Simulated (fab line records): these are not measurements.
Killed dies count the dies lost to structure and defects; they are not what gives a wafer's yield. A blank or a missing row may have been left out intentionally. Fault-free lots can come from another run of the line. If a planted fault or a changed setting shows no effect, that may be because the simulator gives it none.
A struck lot beside a sound one || flow gf180mcu || 20 out of 602 route steps
Sound: these wafers, L586.2, L586.3, L586.4. Struck: wafers L596.1, L596.3, L596.4. The cause is given at the end.
At each step with rows: each side's tool, then ch and its chambers, then its first start. Under that, the readings that differ: sound wafers || struck wafers || difference of the means || sigmas: that difference in standard deviations of wafers without a fault.
alike: a reading whose means differ by less than 2 such deviations, as well as words and numbers matching on both sides. not compared: withheld readings; readings where some wafer has no value; bounds like >300 that might hide an equal value; numbers whose values overlap and for which the record gives no deviation.
Wherever a step has rows on one side only, a row that says differs or no value, or a row with sigmas, the two part there. When numbers do not overlap yet have no deviation, they are printed without sigmas and do not part them. A reading missing from all wafers of one side parts the sides only when that side holds two or more wafers.

first, 1 step without rows for these wafers: GF_V1_CVD_00 (deposits SiO2, target thk 600 nm, time 100 s).
GF_V1_THK_MEAS_01:
  struck on filmMetro-02, day 24 04:08; sound on filmMetro-01, day 19 18:42
  alike: V1_CVD_00_THK
GF_V1_CVD_02: deposits SiO2 from TEOS, target thk 850 nm, time 94.851 s.
  sound on pecvd-01 ch 1,2, day 19 18:45; struck on pecvd-01 ch 0,1,2, day 24 04:11
  alike: heaterPowerW
GF_V1_THK_MEAS_03:
  struck on filmMetro-02, day 24 04:16; sound on filmMetro-04, day 19 18:52
  alike: V1_CVD_02_THK
GF_V1_CMP_04: polishes SiO2.
  sound on cmp-01 ch 0,1,2, day 19 18:58; struck on cmp-02 ch 0,1,2, day 24 04:22
  alike: motorCurrentA, timeToEndpointS
GF_V1_BOW_MEAS_05:
  struck on filmMetro-04, day 24 04:37; sound on filmMetro-01, day 19 19:14
  alike: V1_BOW
then, 6 steps without rows for these wafers: GF_V1_DEHYDRATE_06 (time 60 s); GF_V1_HMDS_07 (prime time 60 s); GF_V1_COAT_08; GF_V1_COAT_09 (resist thk 1000 nm); GF_V1_SOFTBAKE_10 (time 60 s); GF_V1_EXPOSE_11 (exposes mask Via1, target cd 260 nm).
GF_V1_PEB_12: peb time 90 s.
  sound on lithoTrack-01 ch 0, day 20 19:20; struck on lithoTrack-01 ch 0, day 25 02:45
{"reading": "heaterPowerTotalW (W)", "sound": "85.77 85.74 85.54", "struck": "89.76 89.82 89.71", "difference": "+4.08", "sigmas": "+50"}
then, 1 step without rows for these wafers: GF_V1_DEVELOP_13 (develop time 60 s).
GF_V1_CD_MEAS_14: the cd target is 260 nm.
  struck on cdSem-01, day 25 03:06; sound on cdSem-01, day 20 19:40
{"reading": "cdNm (nm)", "sound": "261.2 259.0 260.8", "struck": "255.6 254.5 254.4", "difference": -5.5, "sigmas": -5}
GF_V1_OVL_MEAS_15:
  struck on overlay-01, day 25 03:13; sound on overlay-01, day 20 19:47
  alike: V1_OVL
GF_V1_ETCH_16: etches BARC in N2/H2.
  sound on rieDiel-02 ch 0,1,3, day 20 19:49; struck on rieDiel-04 ch 0,1,2, day 25 03:15
{"reading": "model.V1.cdNm (nm)", "sound": "260.4 256.7 259.8", "struck": "255.4 255.2 253.8", "difference": -4.2, "sigmas": ""}
  alike: drypumpMotorCurrentA, oesProductAu, throttleValvePct
GF_V1_ETCH_17: etches SiO2 in C4F8/O2/Ar, stops on TiN, target depth 630 nm.
  sound: rieDiel-02 ch 0,1,3; struck: rieDiel-04 ch 0,1,2
{"reading": "model.V1.cdNm (nm)", "sound": "260.2 256.5 259.3", "struck": "255.2 254.5 254.6", "difference": -3.9, "sigmas": ""}
  alike: oesProductAu
GF_V1_STRIP_18: strips in O2/N2.
  sound on plasmaAsher-01 ch 0,1, day 20 19:56; struck on plasmaAsher-02 ch 0,1, day 25 03:23
{"reading": "heaterPowerW (W)", "sound": "422 330 421", "struck": "254 263 340", "difference": -105, "sigmas": -2}
  alike: drypumpMotorCurrentA, oesProductAu, platenTempC
  not compared: rfHoursCounterH
-- the record jumps here: 9 days lie between the struck wafers' starts before and after (it left off in module V1 and takes up again in module PASSIVATION, whose first step shown is number 602 of the route) --
GF_PASSIVATION_PROBE_99:
  record: rows for the struck wafers here (prober-01, day 34 08:44), none for the sound ones

WHERE THEY PART
At GF_V1_PEB_12 first; at GF_PASSIVATION_PROBE_99 last (within this record only).

WHY: the cause the simulator had injected
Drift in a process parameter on lithoTrack-01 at GF_V1_PEB_12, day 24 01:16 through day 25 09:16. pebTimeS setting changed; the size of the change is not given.
